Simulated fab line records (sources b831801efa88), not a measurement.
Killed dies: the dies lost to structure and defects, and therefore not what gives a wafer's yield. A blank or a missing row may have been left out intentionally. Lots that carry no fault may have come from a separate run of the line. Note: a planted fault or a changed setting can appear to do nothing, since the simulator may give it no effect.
Which tool did it? :: flow sfq-line :: 14 lots, 42 wafers sampled, at 5 steps of a route of 325

== WHAT EACH GAUGE READ, for each wafer ==
SFQ_M0_OVL_MEAS_906.
lot: L390
measured: day 7 09:19
on: overlay-02
M0_OVL (nm): 5 5 3

lot: L392
measured: day 7 22:19
on: overlay-01
M0_OVL (nm): -7 -5 -7

lot: L394
measured: day 8 10:32
on: overlay-02
M0_OVL (nm): -5 -4 0

lot: L395
measured: day 8 14:07
on: overlay-02
M0_OVL (nm): -3 -5 2

lot: L398
measured: day 9 09:08
on: overlay-02
M0_OVL (nm): -1 3 0

lot: L399
measured: day 9 18:45
on: overlay-01
M0_OVL (nm): -7 -5 1

lot: L400
measured: day 9 19:56
on: overlay-01
M0_OVL (nm): 3 -4 2

lot: L405
measured: day 11 10:21
on: overlay-02
M0_OVL (nm): -1 -1 1

lot: L407
measured: day 11 20:41
on: overlay-02
M0_OVL (nm): 0 11 11

lot: L408
measured: day 12 02:42
on: overlay-02
M0_OVL (nm): 5 6 -1

lot: L409
measured: day 12 07:31
on: overlay-01
M0_OVL (nm): 0 3 2

lot: L410
measured: day 12 12:17
on: overlay-01
M0_OVL (nm): -3 2 -4

lot: L411
measured: day 12 17:05
on: overlay-01
M0_OVL (nm): -4 2 0

lot: L412
measured: day 12 23:05
on: overlay-02
M0_OVL (nm): 7 11 9

SFQ_M8_RS_MEAS_949: uses a four-point probe to measure.
lot: L390
measured: day 70 11:25
on: film-metro-02
M8_AU_RS (ohm/sq): 0.1472 0.1472 0.1471

lot: L392
measured: day 75 02:37
on: film-metro-02
M8_AU_RS (ohm/sq): 0.1466 0.1462 0.1473

lot: L394
measured: day 75 19:08
on: film-metro-03
M8_AU_RS (ohm/sq): 0.1462 0.1461 0.1472

lot: L395
measured: day 75 21:30
on: film-metro-01
M8_AU_RS (ohm/sq): 0.1470 0.1474 0.1463

lot: L398
measured: day 76 10:42
on: film-metro-03
M8_AU_RS (ohm/sq): 0.1451 0.1443 0.1454

lot: L399
measured: day 77 04:23
on: film-metro-03
M8_AU_RS (ohm/sq): 0.1472 0.1462 0.1476

lot: L400
measured: day 77 18:38
on: film-metro-02
M8_AU_RS (ohm/sq): 0.1446 0.1445 0.1453

lot: L405
measured: day 79 02:29
on: film-metro-03
M8_AU_RS (ohm/sq): 0.1474 0.1471 0.1502

lot: L407
measured: day 80 05:56
on: film-metro-02
M8_AU_RS (ohm/sq): 0.1459 0.1460 0.1470

lot: L408
measured: day 80 15:33
on: film-metro-03
M8_AU_RS (ohm/sq): 0.1458 0.1454 0.1443

lot: L409
measured: day 81 19:35
on: film-metro-03
M8_AU_RS (ohm/sq): 0.1484 0.1481 0.1488

lot: L410
measured: day 81 20:52
on: film-metro-03
M8_AU_RS (ohm/sq): 0.1452 0.1442 0.1442

lot: L411
measured: day 84 19:32
on: film-metro-01
M8_AU_RS (ohm/sq): 0.1471 0.1476 0.1464

lot: L412
measured: day 84 23:13
on: film-metro-02
M8_AU_RS (ohm/sq): 0.1471 0.1465 0.1465

== WHICH TOOL RAN EACH LOT (tool, then ch and the chambers of the sampled wafers, then the start) ==
lot: L390
SFQ_TRILAYER_I2_VIA_LITHO_COAT_072: litho-track-04 ch 0, day 19 22:13
SFQ_TRILAYER_I2_VIA_BARC_OPEN_VIA_ETCH_096: rie-diel-01 ch 0,1,3, day 25 12:10
SFQ_TRILAYER_I7_VIA_STRIP_STRIP_191: rie-metal-03 ch 0,1, day 70 07:01

lot: L392
SFQ_TRILAYER_I2_VIA_LITHO_COAT_072: litho-track-03 ch 0, day 20 22:13
SFQ_TRILAYER_I2_VIA_BARC_OPEN_VIA_ETCH_096: rie-diel-04 ch 0,1, day 26 04:31
SFQ_TRILAYER_I7_VIA_STRIP_STRIP_191: rie-metal-04 ch 0,1, day 71 10:37

lot: L394
SFQ_TRILAYER_I2_VIA_LITHO_COAT_072: litho-track-02 ch 0, day 21 23:20
SFQ_TRILAYER_I2_VIA_BARC_OPEN_VIA_ETCH_096: rie-diel-02 ch 0,2,3, day 27 03:19
SFQ_TRILAYER_I7_VIA_STRIP_STRIP_191: rie-metal-04 ch 0,1, day 71 22:04

lot: L395
SFQ_TRILAYER_I2_VIA_LITHO_COAT_072: litho-track-04 ch 0, day 22 02:14
SFQ_TRILAYER_I2_VIA_BARC_OPEN_VIA_ETCH_096: rie-diel-01 ch 1,2,3, day 27 06:55
SFQ_TRILAYER_I7_VIA_STRIP_STRIP_191: rie-metal-04 ch 0,1, day 71 23:02

lot: L398
SFQ_TRILAYER_I2_VIA_LITHO_COAT_072: litho-track-02 ch 0, day 23 08:07
SFQ_TRILAYER_I2_VIA_BARC_OPEN_VIA_ETCH_096: rie-diel-04 ch 0,2,3, day 28 11:49
SFQ_TRILAYER_I7_VIA_STRIP_STRIP_191: rie-metal-02 ch 0,1, day 72 13:15

lot: L399
SFQ_TRILAYER_I2_VIA_LITHO_COAT_072: litho-track-02 ch 0, day 24 20:10
SFQ_TRILAYER_I2_VIA_BARC_OPEN_VIA_ETCH_096: rie-diel-02 ch 1,2,3, day 29 21:13
SFQ_TRILAYER_I7_VIA_STRIP_STRIP_191: rie-metal-04 ch 0,1, day 77 00:04

lot: L400
SFQ_TRILAYER_I2_VIA_LITHO_COAT_072: litho-track-03 ch 0, day 25 02:07
SFQ_TRILAYER_I2_VIA_BARC_OPEN_VIA_ETCH_096: rie-diel-04 ch 0,1,2, day 30 06:49
SFQ_TRILAYER_I7_VIA_STRIP_STRIP_191: rie-metal-04 ch 0,1, day 77 13:04

lot: L405
SFQ_TRILAYER_I2_VIA_LITHO_COAT_072: litho-track-04 ch 0, day 26 11:10
SFQ_TRILAYER_I2_VIA_BARC_OPEN_VIA_ETCH_096: rie-diel-02 ch 1,3, day 31 13:34
SFQ_TRILAYER_I7_VIA_STRIP_STRIP_191: rie-metal-02 ch 0,1, day 78 20:03

lot: L407
SFQ_TRILAYER_I2_VIA_LITHO_COAT_072: litho-track-04 ch 0, day 27 02:07
SFQ_TRILAYER_I2_VIA_BARC_OPEN_VIA_ETCH_096: rie-diel-02 ch 0,1,3, day 32 05:10
SFQ_TRILAYER_I7_VIA_STRIP_STRIP_191: rie-metal-02 ch 0, day 80 01:08

lot: L408
SFQ_TRILAYER_I2_VIA_LITHO_COAT_072: litho-track-02 ch 0, day 27 11:10
SFQ_TRILAYER_I2_VIA_BARC_OPEN_VIA_ETCH_096: rie-diel-04 ch 0,1,2, day 32 11:10
SFQ_TRILAYER_I7_VIA_STRIP_STRIP_191: rie-metal-03 ch 0,1, day 80 11:22

lot: L409
SFQ_TRILAYER_I2_VIA_LITHO_COAT_072: litho-track-04 ch 0, day 27 14:13
SFQ_TRILAYER_I2_VIA_BARC_OPEN_VIA_ETCH_096: rie-diel-01 ch 0,2,3, day 32 14:47
SFQ_TRILAYER_I7_VIA_STRIP_STRIP_191: rie-metal-03 ch 0,1, day 81 12:44

lot: L410
SFQ_TRILAYER_I2_VIA_LITHO_COAT_072: litho-track-02 ch 0, day 27 19:00
SFQ_TRILAYER_I2_VIA_BARC_OPEN_VIA_ETCH_096: rie-diel-01 ch 0,2, day 32 22:43
SFQ_TRILAYER_I7_VIA_STRIP_STRIP_191: rie-metal-03 ch 0,1, day 81 15:40

lot: L411
SFQ_TRILAYER_I2_VIA_LITHO_COAT_072: litho-track-02 ch 0, day 27 22:03
SFQ_TRILAYER_I2_VIA_BARC_OPEN_VIA_ETCH_096: rie-diel-01 ch 0,2,3, day 33 01:07
SFQ_TRILAYER_I7_VIA_STRIP_STRIP_191: rie-metal-04 ch 0,1, day 81 18:05

lot: L412
SFQ_TRILAYER_I2_VIA_LITHO_COAT_072: litho-track-03 ch 0, day 28 08:07
SFQ_TRILAYER_I2_VIA_BARC_OPEN_VIA_ETCH_096: rie-diel-04 ch 1,2, day 33 08:19
SFQ_TRILAYER_I7_VIA_STRIP_STRIP_191: rie-metal-04 ch 1, day 81 21:21
- SFQ_TRILAYER_I2_VIA_LITHO_COAT_072: resist thk 62 nm.
- SFQ_TRILAYER_I2_VIA_BARC_OPEN_VIA_ETCH_096: etches BARC in O2, target depth 125 nm, time 41.7 s.
- SFQ_TRILAYER_I7_VIA_STRIP_STRIP_191: strips in O2.

== AS READ BY THE TOOLS THEMSELVES (means over the sampled wafers that have a number; for cases with no such wafer, the mark the record gives instead) ==
SFQ_TRILAYER_I2_VIA_LITHO_COAT_072.
lot: L390
tool: litho-track-04
spin-speed-rpm (rpm): 3000.4

lot: L392
tool: litho-track-03
spin-speed-rpm (rpm): 2999.4

lot: L394
tool: litho-track-02
spin-speed-rpm (rpm): 3001.9

lot: L395
tool: litho-track-04
spin-speed-rpm (rpm): 3001.3

lot: L398
tool: litho-track-02
spin-speed-rpm (rpm): 3266.6

lot: L399
tool: litho-track-02
spin-speed-rpm (rpm): 3266.3

lot: L400
tool: litho-track-03
spin-speed-rpm (rpm): 3001.7

lot: L405
tool: litho-track-04
spin-speed-rpm (rpm): 2999.9

lot: L407
tool: litho-track-04
spin-speed-rpm (rpm): 3003.0

lot: L408
tool: litho-track-02
spin-speed-rpm (rpm): 2997.8

lot: L409
tool: litho-track-04
spin-speed-rpm (rpm): 3000.9

lot: L410
tool: litho-track-02
spin-speed-rpm (rpm): 2998.8

lot: L411
tool: litho-track-02
spin-speed-rpm (rpm): 2999.3

lot: L412
tool: litho-track-03
spin-speed-rpm (rpm): 2998.9

SFQ_TRILAYER_I2_VIA_BARC_OPEN_VIA_ETCH_096.
lot: L390
tool: rie-diel-01
drypump-motor-current-A (A): 5.7
oes-product-au (a.u.): 0.686

lot: L392
tool: rie-diel-04
drypump-motor-current-A (A): 5.6
oes-product-au (a.u.): 0.683

lot: L394
tool: rie-diel-02
drypump-motor-current-A (A): 5.3
oes-product-au (a.u.): 0.687

lot: L395
tool: rie-diel-01
drypump-motor-current-A (A): 5.6
oes-product-au (a.u.): 0.683

lot: L398
tool: rie-diel-04
drypump-motor-current-A (A): 5.8
oes-product-au (a.u.): 0.672

lot: L399
tool: rie-diel-02
drypump-motor-current-A (A): 5.4
oes-product-au (a.u.): 0.671

lot: L400
tool: rie-diel-04
drypump-motor-current-A (A): 5.6
oes-product-au (a.u.): 0.686

lot: L405
tool: rie-diel-02
drypump-motor-current-A (A): 5.6
oes-product-au (a.u.): 0.686

lot: L407
tool: rie-diel-02
drypump-motor-current-A (A): 5.5
oes-product-au (a.u.): 0.687

lot: L408
tool: rie-diel-04
drypump-motor-current-A (A): 5.6
oes-product-au (a.u.): 0.686

lot: L409
tool: rie-diel-01
drypump-motor-current-A (A): 5.9
oes-product-au (a.u.): 0.687

lot: L410
tool: rie-diel-01
drypump-motor-current-A (A): 5.9
oes-product-au (a.u.): 0.686

lot: L411
tool: rie-diel-01
drypump-motor-current-A (A): 5.9
oes-product-au (a.u.): 0.687

lot: L412
tool: rie-diel-04
drypump-motor-current-A (A): 5.5
oes-product-au (a.u.): 0.683

SFQ_TRILAYER_I7_VIA_STRIP_STRIP_191.
lot: L390
tool: rie-metal-03
drypump-motor-current-A (A): 5.4
oes-product-au (a.u.): 1.013

lot: L392
tool: rie-metal-04
drypump-motor-current-A (A): 5.8
oes-product-au (a.u.): 1.016

lot: L394
tool: rie-metal-04
drypump-motor-current-A (A): 5.8
oes-product-au (a.u.): 1.003

lot: L395
tool: rie-metal-04
drypump-motor-current-A (A): 5.8
oes-product-au (a.u.): 1.005

lot: L398
tool: rie-metal-02
drypump-motor-current-A (A): 5.2
oes-product-au (a.u.): 0.990

lot: L399
tool: rie-metal-04
drypump-motor-current-A (A): 5.9
oes-product-au (a.u.): 1.004

lot: L400
tool: rie-metal-04
drypump-motor-current-A (A): 6.0
oes-product-au (a.u.): 1.006

lot: L405
tool: rie-metal-02
drypump-motor-current-A (A): 4.9
oes-product-au (a.u.): 0.996

lot: L407
tool: rie-metal-02
drypump-motor-current-A (A): 4.7
oes-product-au (a.u.): 1.003

lot: L408
tool: rie-metal-03
drypump-motor-current-A (A): 5.4
oes-product-au (a.u.): 1.006

lot: L409
tool: rie-metal-03
drypump-motor-current-A (A): 5.4
oes-product-au (a.u.): 1.007

lot: L410
tool: rie-metal-03
drypump-motor-current-A (A): 5.4
oes-product-au (a.u.): 1.006

lot: L411
tool: rie-metal-04
drypump-motor-current-A (A): 5.8
oes-product-au (a.u.): 1.003

lot: L412
tool: rie-metal-04
drypump-motor-current-A (A): 5.7
oes-product-au (a.u.): 1.001

== THE ANSWER, worked out from the rows above alone ==
Rule: what is usual is taken from the lots themselves. The widest of any qualifying gaps counts: lots, ordered by their means at a reading, are off when they make up no more than a third of the lots, leave a main group of 4 or more, and stand apart from it by 3 or more times the standard deviation of that group's means. A main group whose means are all the same, to the digits that the tables above print for the reading, isn't used. Also off: a lot with no number at a reading for which 4 or more lots have one. The other lots that the step has rows for count as sound. Order of review: gauges by route order, followed by the tools' own readings, for which a lot's mean as printed above is used. The first step at which some lot is off is used, and at that step the reading that is off furthest; a lot without a number counts as furthest.
Off: L398, L399, at SFQ_TRILAYER_I2_VIA_LITHO_COAT_072 (spin-speed-rpm). The main group: mean 3000.3 rpm, standard deviation 1.5.
A tool fits if, at that step or a process step before it, it ran every lot that is off, and no sound lot after the first of them. None of those tried fits.

== WHAT THE SIMULATOR HAD INSERTED ==
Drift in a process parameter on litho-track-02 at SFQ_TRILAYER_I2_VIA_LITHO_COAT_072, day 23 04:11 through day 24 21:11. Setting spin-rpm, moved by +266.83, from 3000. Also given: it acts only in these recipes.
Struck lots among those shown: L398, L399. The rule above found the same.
